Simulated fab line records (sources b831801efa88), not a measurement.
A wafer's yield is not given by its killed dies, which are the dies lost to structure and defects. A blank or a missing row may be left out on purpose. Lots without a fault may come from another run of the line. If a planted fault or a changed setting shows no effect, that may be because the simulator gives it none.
Matching of chambers + flow sky130 + SKY_LI_CONTACT_CMP_02 on cmp-01 has 4 sister chambers
The step polishes PSG. 45 wafers are shown with their chamber, then 12 later ones without.

## WAFERS WITH THEIR CHAMBER
| wafer  | chamber | motor_current_A (A) | time_to_endpoint_s (s) | head_pressure_psi (psi) |
|--------|---------|---------------------|------------------------|-------------------------|
| L074.4 | 1       | 13.0                | 32                     | 3.999                   |
| L074.5 | 2       | 10.6                | 38                     | 4.011                   |
| L074.6 | 3       | 13.0                | 40                     | 3.989                   |
| L076.1 | 1       | 13.1                | 32                     | 3.990                   |
| L076.4 | 0       | 11.1                | 36                     | 4.011                   |
| L076.6 | 1       | 13.3                | 33                     | 3.990                   |
| L077.4 | 1       | 13.4                | 27                     | 4.004                   |
| L077.5 | 0       | 12.1                | 34                     | 3.994                   |
| L077.6 | 3       | 13.9                | 32                     | 4.003                   |
| L078.2 | 3       | 13.6                | 41                     | 3.990                   |
| L078.5 | 0       | 11.6                | 38                     | 4.005                   |
| L078.6 | 3       | 13.1                | 40                     | 4.002                   |
| L079.2 | 0       | 11.8                | 38                     | 4.000                   |
| L079.4 | 1       | 12.4                | 29                     | 3.997                   |
| L079.6 | 3       | 13.0                | 36                     | 4.010                   |
| L080.2 | 2       | 11.3                | 38                     | 3.989                   |
| L080.4 | 3       | 13.5                | 37                     | 4.001                   |
| L080.5 | 0       | 11.2                | 39                     | 3.990                   |
| L082.1 | 0       | 11.4                | 35                     | 3.998                   |
| L082.5 | 2       | 10.3                | 35                     | 4.001                   |
| L082.6 | 3       | 13.3                | 35                     | 4.002                   |
| L081.3 | 0       | 11.3                | 32                     | 3.991                   |
| L081.5 | 1       | 13.3                | 27                     | 4.009                   |
| L081.6 | 0       | 11.3                | 32                     | 4.001                   |
| L083.2 | 1       | 12.9                | 27                     | 3.992                   |
| L083.3 | 0       | 11.5                | 36                     | 4.013                   |
| L083.4 | 2       | 10.7                | 37                     | 4.010                   |
| L084.2 | 0       | 11.1                | 37                     | 4.008                   |
| L084.3 | 3       | 13.5                | 41                     | 3.993                   |
| L084.5 | 1       | 12.5                | 32                     | 3.986                   |
| L086.2 | 1       | 13.1                | 32                     | 4.001                   |
| L086.4 | 0       | 10.7                | 38                     | 4.000                   |
| L086.5 | 2       | 10.5                | 39                     | 4.003                   |
| L087.1 | 2       | 10.6                | 38                     | 4.008                   |
| L087.4 | 3       | 13.9                | 36                     | 3.993                   |
| L087.6 | 0       | 11.5                | 38                     | 4.010                   |
| L085.2 | 1       | 13.1                | 32                     | 4.018                   |
| L085.3 | 2       | 10.5                | 36                     | 4.003                   |
| L085.4 | 3       | 13.7                | 34                     | 4.008                   |
| L090.3 | 3       | 12.9                | 37                     | 3.999                   |
| L090.4 | 0       | 11.1                | 37                     | 3.991                   |
| L090.5 | 1       | 13.4                | 32                     | 3.990                   |
| L092.3 | 3       | 13.5                | 39                     | 3.997                   |
| L092.5 | 1       | 13.1                | 30                     | 4.003                   |
| L092.6 | 2       | 10.8                | 37                     | 3.997                   |

SIGNATURES, as means of the wafers listed above
| reading            | chamber 0 | chamber 1 | chamber 2 | chamber 3 | scatter within a chamber |
|--------------------|-----------|-----------|-----------|-----------|--------------------------|
| motor_current_A    | 11.362    | 13.050    | 10.662    | 13.408    | 0.335                    |
| time_to_endpoint_s | 36.15     | 30.42     | 37.25     | 37.33     | 2.35                     |
| head_pressure_psi  | 4.00092   | 3.99825   | 4.00275   | 3.99892   | 0.00797                  |
Rule: distance of a wafer from a chamber = root of the sum over the readings of ((wafer's reading minus chamber's mean) / reading's scatter) squared. The wafer belongs to the nearest chamber; if the next one is less than 2 further off, it can't be placed. The scatter: the root of (the sum of the squares of (reading less its chamber's mean) over the shown wafers, divided by (wafers less chambers)).

## WAFERS WITHOUT THEIR CHAMBER
| wafer  | motor_current_A (A) | time_to_endpoint_s (s) | head_pressure_psi (psi) |
|--------|---------------------|------------------------|-------------------------|
| L093.1 | 11.5                | 36                     | 4.012                   |
| L093.2 | 10.8                | 37                     | 4.006                   |
| L093.4 | 13.4                | 38                     | 4.013                   |
| L095.2 | 13.3                | 32                     | 4.004                   |
| L095.3 | 11.3                | 36                     | 3.995                   |
| L095.5 | 11.6                | 34                     | 3.995                   |
| L096.1 | 11.1                | 40                     | 4.001                   |
| L096.2 | 11.5                | 37                     | 3.990                   |
| L096.4 | 12.6                | 32                     | 3.999                   |
| L097.1 | 11.7                | 39                     | 4.009                   |
| L097.4 | 13.5                | 36                     | 4.003                   |
| L097.5 | 11.5                | 39                     | 3.998                   |

## EACH ONE'S CHAMBER
| wafer  | from the rows above     | in truth |
|--------|-------------------------|----------|
| L093.1 | can't be placed: 0 or 2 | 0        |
| L093.2 | can't be placed: 2 or 0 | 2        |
| L093.4 | 3                       | 3        |
| L095.2 | can't be placed: 1 or 3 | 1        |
| L095.3 | can't be placed: 0 or 2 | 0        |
| L095.5 | can't be placed: 0 or 2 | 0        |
| L096.1 | can't be placed: 2 or 0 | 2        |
| L096.2 | can't be placed: 0 or 2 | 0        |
| L096.4 | can't be placed: 1 or 3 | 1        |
| L097.1 | can't be placed: 0 or 2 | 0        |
| L097.4 | can't be placed: 3 or 1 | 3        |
| L097.5 | can't be placed: 0 or 2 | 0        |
Correct placement for 1 of the 12. Cannot be placed on the basis of these rows: 11; the candidates contain the true chamber in 11. Placed wrongly: 0.
